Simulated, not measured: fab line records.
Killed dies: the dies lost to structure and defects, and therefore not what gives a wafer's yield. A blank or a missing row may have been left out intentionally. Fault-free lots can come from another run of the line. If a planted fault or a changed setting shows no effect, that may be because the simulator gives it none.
Chamber matching	flow sky130	4 sister chambers for SKY_VIA3_CMP_24 on cmp-01
The step polishes, stops on SiO2, t overpolish 20 s, target thk 0 nm. 8 wafers are shown with their chamber, then 8 later ones without.

== WAFERS PAIRED WITH THEIR CHAMBERS ==
wafer	chamber	motor current A (A)	time to endpoint s (s)
L080.2	2	8.5	97.5
L081.4	0	9.0	92.4
L085.2	1	10.3	102.0
L085.4	0	9.2	95.3
L086.2	3	10.3	101.7
L086.4	1	9.9	103.0
L086.5	3	10.4	102.0
L092.3	2	7.9	102.0

== WAFERS WITHOUT THEIR CHAMBER ==
wafer	motor current A (A)	time to endpoint s (s)
L092.5	8.7	103.8
L092.6	11.0	100.1
L093.2	8.2	101.1
L093.3	9.9	100.4
L093.5	10.6	100.8
L096.3	10.2	96.6
L096.5	9.2	93.2
L096.6	10.5	97.0

== THE CHAMBER EACH PASSED THROUGH ==
wafer	from the rows above	in truth
L092.5	2	2
L092.6	can't be placed: 3 or 1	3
L093.2	2	2
L093.3	can't be placed: 1 or 3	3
L093.5	can't be placed: 3 or 1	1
L096.3	can't be placed: 3 or 1 or 0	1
L096.5	0	0
L096.6	can't be placed: 3 or 1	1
Correctly placed: 3 of 8. Cannot be placed on the basis of these rows: 5; the candidates contain the true chamber in 5. Placed wrongly: 0.
How it was worked out, from the rows above alone: a wafer's distance from a chamber is the root of the sum, over the readings, of the square of ((its reading less the chamber's mean) divided by the reading's scatter). The wafer belongs to the nearest chamber; if the next one is less than 2 further off, it can't be placed. A chamber's mean is the mean of its shown wafers. The scatter is the square root of a quotient: the sum, over the shown wafers, of each reading's squared deviation from its chamber's mean, divided by wafers minus chambers.
